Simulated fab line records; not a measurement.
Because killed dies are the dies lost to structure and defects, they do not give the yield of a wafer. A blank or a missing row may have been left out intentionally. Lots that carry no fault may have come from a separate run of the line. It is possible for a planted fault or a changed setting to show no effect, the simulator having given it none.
Which of the tools did it? / flow sky130 / 6 lots with 18 wafers sampled at 3 steps, on a route of 708 steps

WHAT EACH GAUGE READ, for each wafer
SKY_LDD_N_TW_MEAS_17.
lot=L127; measured=day 19 04:56; on=film metro-01; LDD_N_TW=2596 2598 2619
lot=L129; measured=day 20 15:34; on=film metro-02; LDD_N_TW=2548 2571 2558
lot=L132; measured=day 20 19:57; on=film metro-01; LDD_N_TW=2587 2586 2593
lot=L135; measured=day 22 17:13; on=film metro-04; LDD_N_TW=2609 2611 2607
lot=L141; measured=day 24 02:36; on=film metro-04; LDD_N_TW=2846 2850 2843
lot=L144; measured=day 25 00:26; on=film metro-04; LDD_N_TW=2873 2880 2874

EACH LOT AND THE TOOL THAT RAN IT (in order: tool; ch and the chambers of the sampled wafers; start)
lot=L127; SKY_LDD_N_IMPLANT_10=implanter-02 ch 0, day 19 03:56; SKY_LDD_N_STRIP_16=plasma asher-02 ch 0,1, day 19 04:49
lot=L129; SKY_LDD_N_IMPLANT_10=implanter-03 ch 0, day 20 14:34; SKY_LDD_N_STRIP_16=plasma asher-02 ch 0,1, day 20 15:28
lot=L132; SKY_LDD_N_IMPLANT_10=implanter-01 ch 0, day 20 18:57; SKY_LDD_N_STRIP_16=plasma asher-01 ch 0,1, day 20 19:51
lot=L135; SKY_LDD_N_IMPLANT_10=implanter-01 ch 0, day 22 16:13; SKY_LDD_N_STRIP_16=plasma asher-03 ch 0,1, day 22 17:07
lot=L141; SKY_LDD_N_IMPLANT_10=implanter-01 ch 0, day 24 01:36; SKY_LDD_N_STRIP_16=plasma asher-01 ch 0,1, day 24 02:30
lot=L144; SKY_LDD_N_IMPLANT_10=implanter-01 ch 0, day 24 23:28; SKY_LDD_N_STRIP_16=plasma asher-03 ch 0,1, day 25 00:21
- SKY_LDD_N_IMPLANT_10
- SKY_LDD_N_STRIP_16: strips in O2/N2.

THE ANSWER, worked out from the rows above alone
Rule: the usual values come from the lots themselves. The widest of any qualifying gaps counts: lots, ordered by their means at a reading, are off when they make up no more than a third of the lots, leave a main group of 4 or more, and stand apart from it by 3 or more times the standard deviation of that group's means. If all means in a main group match to the digits the tables above print for the reading, that group is not used. Also off: a lot with no number at a reading for which 4 or more lots have one. All remaining lots with rows at the step are treated as sound.
Off: L141, L144, seen at SKY_LDD_N_TW_MEAS_17 (LDD_N_TW). For the main group the mean is 2590 and the standard deviation 20.
A tool fits if, at a process step before that reading, it ran every lot that is off, and no sound lot after the first of them. The gauges at SKY_LDD_N_TW_MEAS_17 are tried like those tools. This does not decide it: 2 tools fit, namely implanter-01 at SKY_LDD_N_IMPLANT_10 and film metro-04 at SKY_LDD_N_TW_MEAS_17.

WHAT WAS PUT IN BY THE SIMULATOR
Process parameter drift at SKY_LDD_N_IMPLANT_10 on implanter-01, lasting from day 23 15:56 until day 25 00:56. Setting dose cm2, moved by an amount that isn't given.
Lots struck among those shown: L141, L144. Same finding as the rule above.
